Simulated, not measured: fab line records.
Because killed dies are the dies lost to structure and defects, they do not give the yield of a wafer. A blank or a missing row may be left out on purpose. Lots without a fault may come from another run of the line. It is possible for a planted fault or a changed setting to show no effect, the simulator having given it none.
A lot that was struck, set against a sound lot | flow sky130 | 15 out of 708 route steps
Sound: these wafers, L769.3, L769.4, L769.6. Wafers L764.1, L764.2, L764.5 were the ones struck. At the end, the cause is stated.
For every step that has rows: the tool of each side, followed by ch and its chambers, followed by its first start. Under that, the readings that differ: sound wafers | struck wafers | difference of the means | sigmas: that difference in standard deviations of wafers without a fault.
alike: words and numbers the same on both sides, and readings whose means are apart by under 2 such deviations; not compared: readings that were withheld, readings missing a value for some wafer, numbers with overlapping values and no deviation given by the record, and bounds like >300 which may hide the same value.
Wherever a step has rows on one side only, a row that says differs or no value, or a row with sigmas, the two part there. When numbers do not overlap yet have no deviation, they are printed without sigmas and do not part them. A reading missing from all wafers of one side parts the sides only when that side holds two or more wafers.

first, 5 steps without rows for these wafers: SKY_LDD_HVN_COAT_02 (resist thk 300 nm); SKY_LDD_HVN_SOFTBAKE_03 (time 60 s); SKY_LDD_HVN_EXPOSE_04 (exposes mask HVNTM, target cd 700 nm); SKY_LDD_HVN_PEB_05; SKY_LDD_HVN_DEVELOP_06 (develop time 60 s).
SKY_LDD_HVN_OVL_MEAS_07:
  struck on overlay-01, day 23 09:01; sound on overlay-02, day 25 05:50
  alike: LDD_HVN_OVL
after that, 1 step had no rows for these wafers: SKY_LDD_HVN_IMPLANT_08.
SKY_LDD_HVN_STRIP_09: strips in O2/N2.
  sound on plasma asher-03 ch 0,1, day 25 06:03; struck on plasma asher-04 ch 0,1, day 23 09:12
  alike: drypump motor current A, oes product au, strip time to endpoint s
  not compared: rf hours counter h
SKY_LDD_HVN_TW_MEAS_10:
  struck on film metro-02, day 23 09:18; sound on film metro-02, day 25 06:08
  alike: LDD_HVN_TW
then, 3 steps without rows for these wafers: SKY_LDD_HVP_DEHYDRATE_00 (time 60 s); SKY_LDD_HVP_HMDS_01 (prime time 60 s); SKY_LDD_HVP_COAT_02 (resist thk 300 nm).
SKY_LDD_HVP_SOFTBAKE_03: time 60 s.
  sound on litho track-04 ch 0, day 25 21:04; struck on litho track-02 ch 0, day 23 23:52
  reading                  | sound             | struck            | difference | sigmas
  heater power total W (W) | 56.54 56.62 56.61 | 57.25 57.22 57.08 | +0.59      | +13
  plate temp C (C)         | 90.07 90.17 89.96 | 91.05 90.79 90.62 | +0.75      | +5
then, 1 step without rows for these wafers: SKY_LDD_HVP_EXPOSE_04 (exposes mask HVPTM, target cd 700 nm).
-- here the record skips 24 days between the struck wafers' starts before and after, leaving off in module LDD_HVP and picking up in module PAD_OPEN (first step shown: number 708 of the route) --
SKY_PAD_OPEN_PROBE_99:
  struck on prober-01, day 47 18:45; sound on prober-01, day 48 23:02
  alike: killed_at_M0_to_M3, killed_at_M4_up, killed at contacts, killed at front end, killed at other, killed dies, killed open, killed short

## WHERE THEY PART
At SKY_LDD_HVP_SOFTBAKE_03 and nowhere else, as far as this record goes. Later steps at which nothing parts them and some readings are alike: SKY_PAD_OPEN_PROBE_99.

WHY: whatever the simulator had introduced
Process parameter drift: litho track-02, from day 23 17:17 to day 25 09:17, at SKY_LDD_HVP_SOFTBAKE_03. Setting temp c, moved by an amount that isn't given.
